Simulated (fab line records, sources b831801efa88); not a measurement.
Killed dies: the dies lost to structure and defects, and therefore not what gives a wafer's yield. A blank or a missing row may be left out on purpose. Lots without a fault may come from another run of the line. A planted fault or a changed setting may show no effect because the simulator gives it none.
Struck lot and sound lot, side by side | flow gf180mcu | 14 steps out of a route of 602
Sound: the wafers L832.1, L832.2, L832.4. The struck wafers were L834.1, L834.2, L834.4. At the end, the cause is stated.
At each step with rows: each side's tool, then ch and its chambers, then its first start. Under that, the readings that differ: sound wafers | struck wafers | difference of the means | sigmas: that difference in standard deviations of wafers without a fault.
alike: a reading whose means differ by less than 2 such deviations, as well as words and numbers matching on both sides. not compared: withheld readings; readings where some wafer has no value; bounds like >300 that might hide an equal value; numbers whose values overlap and for which the record gives no deviation.
A row with sigmas, a row that says differs or no value, or rows on one side alone: a step with any of these is where the two part. Numbers that don't overlap but have no deviation are shown without sigmas and don't part them. Lack of a reading on every wafer of one side parts them only where that side has two or more wafers.

GF_PSD_STRIP_10: strips in O2/N2.
  sound on plasma-asher-04 ch 0,1, day 17 06:53; struck on plasma-asher-04 ch 0,1, day 17 22:44
  alike: drypump-motor-current-A, heater-power-w, oes-product-au, strip-time-to-endpoint-s
  not compared: rf-hours-counter-h
GF_PSD_TW_MEAS_11:
  sound: film-metro-01 at day 17 06:59; struck: film-metro-04 at day 17 22:50
  alike: PSD_TW
then, 1 step without rows for these wafers: GF_PSD_CLEAN_12 (cleans in SC1/SC2, time 150 s).
GF_PSD_RTA_13: time 20 s.
  sound on rtp-anneal-01 ch 0, day 17 07:05; struck on rtp-anneal-01 ch 0, day 17 22:57
  alike: lamp-power-pct, wafer_temp_C_max
GF_PSD_RS_MEAS_14: measurement is done with a four-point probe.
  sound: film-metro-04 at day 17 07:10; struck: film-metro-01 at day 17 23:02
  alike: NSD_RS
GF_PSD_RS_MEAS_15: measurement is done with a four-point probe.
  sound: film-metro-04 at day 17 07:17; struck: film-metro-01 at day 17 23:09
  alike: PSD_RS
GF_SAB_CVD_00: deposits SiO2 from TEOS, target thk 50 nm, time 4.9302 s.
  sound on pecvd-02 ch 0,1, day 17 07:25; struck on pecvd-03 ch 1,2, day 17 23:16
  alike: heater-power-outer-w, heater-power-w
GF_SAB_THK_MEAS_01:
  sound: film-metro-03 at day 17 07:26; struck: film-metro-03 at day 17 23:17
  alike: SAB_CVD_00_THK
then, 4 steps without rows for these wafers: GF_SAB_DEHYDRATE_02 (time 60 s); GF_SAB_HMDS_03 (prime time 60 s); GF_SAB_COAT_04 (resist thk 1000 nm); GF_SAB_SOFTBAKE_05 (time 60 s).
GF_SAB_EXPOSE_06: exposes mask SAB, target cd 420 nm.
  struck on iline-stepper-01, day 18 11:19; sound on iline-stepper-01 ch 0, day 17 18:52
  no value came back on the struck wafers for exposure-dose-mJ-cm2, focus-offset-nm (nm); on the sound wafers exposure-dose-mJ-cm2 reads 138.94 138.90 138.83
  alike: mask
next, for these wafers, 1 step has no rows: GF_SAB_PEB_07.

WHERE THEY PART
Within this record, at GF_SAB_EXPOSE_06 only.

WHY: the cause the simulator had injected
Entire step skipped (iline-stepper-01, GF_SAB_EXPOSE_06), from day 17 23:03 onward. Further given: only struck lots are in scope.
